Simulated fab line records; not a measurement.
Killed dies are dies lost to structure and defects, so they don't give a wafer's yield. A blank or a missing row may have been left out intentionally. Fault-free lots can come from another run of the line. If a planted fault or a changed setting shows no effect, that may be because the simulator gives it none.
Which tool did it? | flow sky130 | 13 lots with 39 wafers sampled at 2 steps, on a route of 708 steps

== WHAT THE GAUGES READ, wafer by wafer ==
SKY_CONTACT_THK_MEAS_26: measures by xrf.
lot  | measured     | on            | CONTACT_W_THK (nm)
L429 | day 32 07:19 | film metro-04 | 341 341 340
L430 | day 32 18:08 | film metro-04 | 337 335 333
L431 | day 33 01:20 | film metro-03 | 341 337 339
L432 | day 33 10:59 | film metro-04 | 336 339 333
L433 | day 33 22:29 | film metro-04 | 344 343 342
L434 | day 34 22:17 | film metro-03 | 335 339 336
L436 | day 35 12:23 | film metro-01 | 335 339 341
L435 | day 35 13:38 | film metro-03 | 339 347 339
L439 | day 35 22:30 | film metro-01 | 337 345 337
L442 | day 36 19:59 | film metro-04 | 338 340 338
L444 | day 37 19:05 | film metro-04 | 335 339 338
L445 | day 37 20:40 | film metro-04 | 334 340 335
L447 | day 38 05:28 | film metro-01 | 341 341 344

== WHICH TOOL RAN EACH LOT (tool, then ch and the chambers of the sampled wafers, then the start) ==
lot  | SKY_SD_N_DEVELOP_06
L429 | litho track-02 ch 0, day 28 13:33
L430 | litho track-01 ch 0, day 29 00:34
L431 | litho track-02 ch 0, day 29 07:06
L432 | litho track-01 ch 0, day 29 17:07
L433 | litho track-02 ch 0, day 30 05:30
L434 | litho track-02 ch 0, day 31 06:09
L436 | litho track-01 ch 0, day 31 20:44
L435 | litho track-01 ch 0, day 31 21:58
L439 | litho track-01 ch 0, day 32 06:55
L442 | litho track-02 ch 0, day 33 06:18
L444 | litho track-02 ch 0, day 34 05:35
L445 | litho track-02 ch 0, day 34 06:45
L447 | litho track-01 ch 0, day 34 15:44
- SKY_SD_N_DEVELOP_06: develop time 60 s.

== AS READ BY THE TOOLS THEMSELVES (means over the sampled wafers that have a number; for cases with no such wafer, the mark the record gives instead) ==
SKY_SD_N_DEVELOP_06.
lot  | tool           | developer temp C (C)
L429 | litho track-02 | 23.05
L430 | litho track-01 | 23.15
L431 | litho track-02 | 22.94
L432 | litho track-01 | 22.96
L433 | litho track-02 | 22.98
L434 | litho track-02 | 22.91
L436 | litho track-01 | 22.96
L435 | litho track-01 | 23.08
L439 | litho track-01 | 23.09
L442 | litho track-02 | 22.13
L444 | litho track-02 | 22.10
L445 | litho track-02 | 22.28
L447 | litho track-01 | 22.93

== THE ANSWER, worked out from the rows above alone ==
Rule: what is usual is taken from the lots themselves. The widest of any qualifying gaps counts: lots, ordered by their means at a reading, are off when they make up no more than a third of the lots, leave a main group of 4 or more, and stand apart from it by 3 or more times the standard deviation of that group's means. Not used: any main group whose means are identical at the precision the tables above print for the reading. A lot without any number at a reading at which 4 lots or more have one is off too. Any other lot the step has rows for is counted as sound. Order of review: gauges by route order, followed by the tools' own readings, for which a lot's mean as printed above is used. At the first step where some lot is off, the reading lying furthest off is the one used; lots without a number count as furthest.
Off, at SKY_SD_N_DEVELOP_06 on developer temp C: L442, L444, L445. Mean 23.00 C and standard deviation 0.077 in the main group.
A tool fits if, at that step or a process step before it, it ran every lot that is off, and no sound lot after the first of them. One fits: SKY_SD_N_DEVELOP_06 on litho track-02. Its last sound lot is L434 (day 31 06:09), its first lot that is off L442 (day 33 06:18): a fault that began between those two fits.
The tool's own readings at SKY_SD_N_DEVELOP_06 bear it out: on the lots that are off they differ by more than 5 times the standard deviation of the sound lots' means. developer temp C reads 22.17 C there against 23.00 C on the sound lots.

== WHAT THE SIMULATOR PUT IN ==
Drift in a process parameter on litho track-02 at SKY_SD_N_DEVELOP_06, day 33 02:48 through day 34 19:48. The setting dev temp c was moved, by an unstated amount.
Shown lots that were struck: L442, L444, L445. This agrees with what the rule above found.
